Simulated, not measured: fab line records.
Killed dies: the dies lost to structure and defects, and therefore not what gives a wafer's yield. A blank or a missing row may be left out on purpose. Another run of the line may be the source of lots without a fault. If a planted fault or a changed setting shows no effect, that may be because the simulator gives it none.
Struck lot and sound lot, side by side | flow sky130 | 17 out of 708 route steps
Sound: wafers L415.1, L415.4, L415.5. Struck: wafer L427.6. (L427.2, L427.5 of the same lot were not struck and are left out.) The cause comes at the end.
Order at every step that has rows: each side's tool, ch and its chambers, its first start. Under that, the readings that differ: sound wafers | struck wafers | difference of the means | sigmas: that difference in standard deviations of wafers without a fault.
alike: readings whose means differ by less than 2 such deviations, and words and numbers that are the same on both sides. not compared: withheld readings, readings that some wafer has no value for, bounds like >300 that may hide the same value, and numbers for which the record gives no deviation and whose values overlap.
The two part at a step that has a row with sigmas, a row that says differs or no value, or rows on one side only. Non-overlapping numbers with no deviation appear without sigmas and do not part them. Lack of a reading on every wafer of one side parts them only where that side has two or more wafers.

first, 3 steps without rows for these wafers: SKY_VIA1_EXPOSE_09 (exposes mask VIM, target cd 150 nm); SKY_VIA1_PEB_10; SKY_VIA1_DEVELOP_11 (develop time 60 s).
SKY_VIA1_CD_MEAS_12: target cd 150 nm.
  struck on cdSem-01, day 38 14:06; sound on cdSem-01, day 34 07:55
  alike: cdNm
SKY_VIA1_OVL_MEAS_13:
  struck on overlay-02, day 38 14:13; sound on overlay-02, day 34 08:02
  alike: VIA1_OVL
SKY_VIA1_ETCH_14: etches BARC in N2/H2, stops on SiO2, time 45.9 s, target depth 60 nm.
  sound on rieDiel-03 ch 1,2, day 34 08:04; struck on rieDiel-02 ch 2, day 38 14:14
  alike: drypumpMotorCurrentA, oesProductAu, throttleValvePct
  not compared: rfHoursCounterH
SKY_VIA1_ETCH_15: etches SiO2 in C4F8/O2/Ar, stops on TiN, target depth 351 nm, time 54 s.
  sound on rieDiel-03 ch 1,2, day 34 08:07; struck on rieDiel-02 ch 2, day 38 14:17
reading             | sound             | struck | difference | sigmas
oesProductAu (a.u.) | 0.969 0.982 0.983 | 0.990  | +0.012     | +2
  not compared: rfHoursCounterH
SKY_VIA1_STRIP_16: strips in O2/N2.
  sound on plasmaAsher-03 ch 0, day 34 08:10; struck on plasmaAsher-01 ch 0, day 38 14:20
reading                  | sound             | struck | difference | sigmas
drypumpMotorCurrentA (A) | 4.9 4.9 4.9       | 6.0    | +1.1       | +3
oesProductAu (a.u.)      | 0.427 0.416 0.427 | 0.408  | -0.015     | -3
  alike: stripTimeToEndpointS
  not compared: rfHoursCounterH
then, 3 steps without rows for these wafers: SKY_VIA1_STRIP_17 (strips in post etch residue remover, time 1200 s); SKY_VIA1_CLEAN_18 (cleans in IPA, time 180 s); SKY_VIA1_CLEAN_19 (cleans in O3/DIW).
SKY_VIA1_SPUTTER_20: material TiN, target thk 20 nm, time 80 s.
  struck on pvdSputter-02, day 38 14:58; sound on pvdSputter-02, day 34 08:45
  alike: throttleValvePct
SKY_VIA1_CVD_21: deposits W, target thk 270 nm, time 80.902 s.
  sound on cvdW-01 ch 0,1, day 34 08:49; struck on cvdW-02 ch 0, day 38 15:01
reading                           | sound             | struck | difference | sigmas
model.W_of_VIA1_CVD_21.thkNm (nm) | 260.7 263.3 261.2 | 248.7  | -13.0      | 
  alike: heaterPowerW
SKY_VIA1_RS_MEAS_22: measures by four-point-probe.
  struck on filmMetro-04, day 38 15:08; sound on filmMetro-02, day 34 08:55
reading            | sound             | struck | difference | sigmas
VIA1_W_RS (ohm/sq) | 0.442 0.438 0.441 | 0.464  | +0.024     | +4
SKY_VIA1_THK_MEAS_23: measures by xrf.
  struck on filmMetro-04, day 38 15:14; sound on filmMetro-02, day 34 09:02
reading         | sound       | struck | difference | sigmas
VIA1_W_THK (nm) | 262 265 265 | 249    | -15        | -3
SKY_VIA1_CMP_24: polishes, stops on SiO2, t overpolish 15 s, target thk 0 nm.
  sound on cmp-01 ch 0,1,3, day 34 09:16; struck on cmp-02 ch 0, day 38 15:17
  alike: headPressurePsi, motorCurrentA, overpolishRunS, slurryFilterDpKPa, slurryFlowMlMin, timeToEndpointS
-- the record jumps here: 11 days lie between the struck wafers' starts before and after (it left off in module VIA1 and takes up again in module PAD_OPEN, whose first step shown is number 708 of the route) --
SKY_PAD_OPEN_PROBE_99:
  struck on prober-02, day 49 06:49; sound on prober-02, day 46 00:44
reading                 | sound          | struck | difference | sigmas
sort_bin_5_function (%) | 10.2 13.8 12.6 | 8.9    | -3.3       | -2
  alike: defectLimitedYield, killed_at_M0_to_M3, killed_at_M4_up, killedAtContacts, killedAtFrontEnd, killedAtOther, killedDies, killedOpen, killedShort, sort_bin_3_pad_short, sort_bin_6_memory, sortNPass, sortYieldPct

== WHERE THEY PART ==
First at SKY_VIA1_ETCH_15; last, within this record, at SKY_PAD_OPEN_PROBE_99.

WHY: what had been put in by the simulator
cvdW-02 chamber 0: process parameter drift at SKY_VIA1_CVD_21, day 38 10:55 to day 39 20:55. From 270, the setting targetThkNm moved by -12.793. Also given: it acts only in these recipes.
